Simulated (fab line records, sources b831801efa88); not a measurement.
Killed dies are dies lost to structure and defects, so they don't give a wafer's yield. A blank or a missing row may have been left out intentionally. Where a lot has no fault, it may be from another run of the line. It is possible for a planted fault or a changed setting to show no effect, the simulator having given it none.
The tool behind it: which one?	flow sky130	12 lots, 36 wafers sampled, at 1 step of a route of 708

== WHAT EACH GAUGE READ, for each wafer ==
SKY_VIA1_CD_MEAS_12: target cd 150 nm.
lot	measured	on	cd_nm (nm)
L075	day 33 23:28	cd_sem-02	149.9 150.3 147.7
L078	day 35 09:04	cd_sem-02	151.6 150.4 151.5
L079	day 35 11:53	cd_sem-01	149.4 149.6 150.7
L081	day 36 15:53	cd_sem-01	148.5 148.9 148.1
L083	day 36 19:47	cd_sem-02	152.7 150.1 151.1
L085	day 37 11:23	cd_sem-02	149.4 149.6 149.9
L087	day 38 03:43	cd_sem-01	152.1 148.8 150.0
L089	day 38 18:46	cd_sem-01	151.2 150.8 150.2
L091	day 39 10:07	cd_sem-01	151.9 151.6 150.9
L093	day 40 04:15	cd_sem-01	149.5 149.5 147.6
L095	day 40 13:10	cd_sem-02	148.2 147.1 148.6
L096	day 42 00:56	cd_sem-02	152.0 151.2 152.8

== WHAT TOOL EACH LOT RAN ON (gives the tool, then ch and the chambers of the sampled wafers, and finally the start) ==
The record shows no process step preceding these readings.

== THE ANSWER, worked out from the rows above alone ==
Rule: what is usual is taken from the lots themselves. The widest of any qualifying gaps counts: lots, ordered by their means at a reading, are off when they make up no more than a third of the lots, leave a main group of 4 or more, and stand apart from it by 3 or more times the standard deviation of that group's means. Not used: any main group whose means are identical at the precision the tables above print for the reading. Also off: a lot with no number at a reading for which 4 or more lots have one. Where the step has rows for the other lots, those lots are counted as sound.
Nothing can be told from this: no lot is off at any reading shown.

== WHAT THE SIMULATOR HAD INSERTED ==
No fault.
